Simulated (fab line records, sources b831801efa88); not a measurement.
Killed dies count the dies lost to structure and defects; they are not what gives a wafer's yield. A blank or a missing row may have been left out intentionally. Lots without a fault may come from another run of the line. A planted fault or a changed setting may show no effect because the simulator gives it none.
Matching of chambers | flow gf180mcu | GF_V1_CMP_26 on cmp-01: 4 sister chambers
The step polishes, stops on SiO2, t overpolish 15 s, target thk 0 nm. 14 wafers are shown with their chamber, then 7 later ones without.

WAFERS WITH THEIR CHAMBER
wafer  | chamber | motorCurrentA (A) | retainingRingPressureFrac | timeToEndpointS (s)
L770.1 | 0       | 9.7               | 1.002                     | 90
L770.2 | 3       | 11.2              | 0.995                     | 92
L770.6 | 1       | 11.2              | 1.002                     | 92
L771.1 | 0       | 9.2               | 1.003                     | 88
L771.2 | 3       | 11.4              | 0.995                     | 89
L771.4 | 1       | 11.2              | 1.009                     | 88
L776.1 | 1       | 11.6              | 0.996                     | 84
L776.2 | 2       | 11.6              | 0.995                     | 84
L776.3 | 0       | 9.8               | 1.003                     | 86
L777.2 | 0       | 9.6               | 0.995                     | 82
L777.4 | 3       | 11.6              | 1.003                     | 84
L777.5 | 3       | 11.3              | 0.997                     | 86
L786.2 | 2       | 10.9              | 0.994                     | 81
L786.3 | 1       | 12.0              | 0.993                     | 82

SIGNATURES (means of the wafers above)
reading                   | chamber 0 | chamber 1 | chamber 2 | chamber 3 | scatter within a chamber
motorCurrentA             | 9.575     | 11.500    | 11.250    | 11.375    | 0.313
retainingRingPressureFrac | 1.00075   | 1.00000   | 0.99450   | 0.99750   | 0.00488
timeToEndpointS           | 86.50     | 86.50     | 82.50     | 87.75     | 3.68
Rule: distance of a wafer from a chamber = root of the sum over the readings of ((wafer's reading minus chamber's mean) / reading's scatter) squared. The wafer belongs to the nearest chamber; if the next one is less than 2 further off, it can't be placed. The scatter is the square root of a quotient: the sum, over the shown wafers, of each reading's squared deviation from its chamber's mean, divided by wafers minus chambers.

WAFERS WITHOUT THEIR CHAMBER
wafer  | motorCurrentA (A) | retainingRingPressureFrac | timeToEndpointS (s)
L786.6 | 12.0              | 0.994                     | 83
L788.2 | 11.1              | 0.997                     | 90
L788.3 | 11.6              | 0.999                     | 86
L788.4 | 9.6               | 1.001                     | 86
L789.4 | 11.8              | 0.998                     | 83
L789.5 | 10.9              | 0.998                     | 85
L789.6 | 9.4               | 0.998                     | 88

EACH ONE'S CHAMBER
wafer  | from the rows above          | in truth
L786.6 | can't be placed: 1 or 2 or 3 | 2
L788.2 | can't be placed: 3 or 1 or 2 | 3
L788.3 | can't be placed: 1 or 3 or 2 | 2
L788.4 | 0                            | 0
L789.4 | can't be placed: 1 or 3 or 2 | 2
L789.5 | can't be placed: 2 or 3 or 1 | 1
L789.6 | 0                            | 0
Correct placement for 2 of the 7. These rows do not allow placing 5 (true chamber among the candidates in 5). 0 placed wrongly.
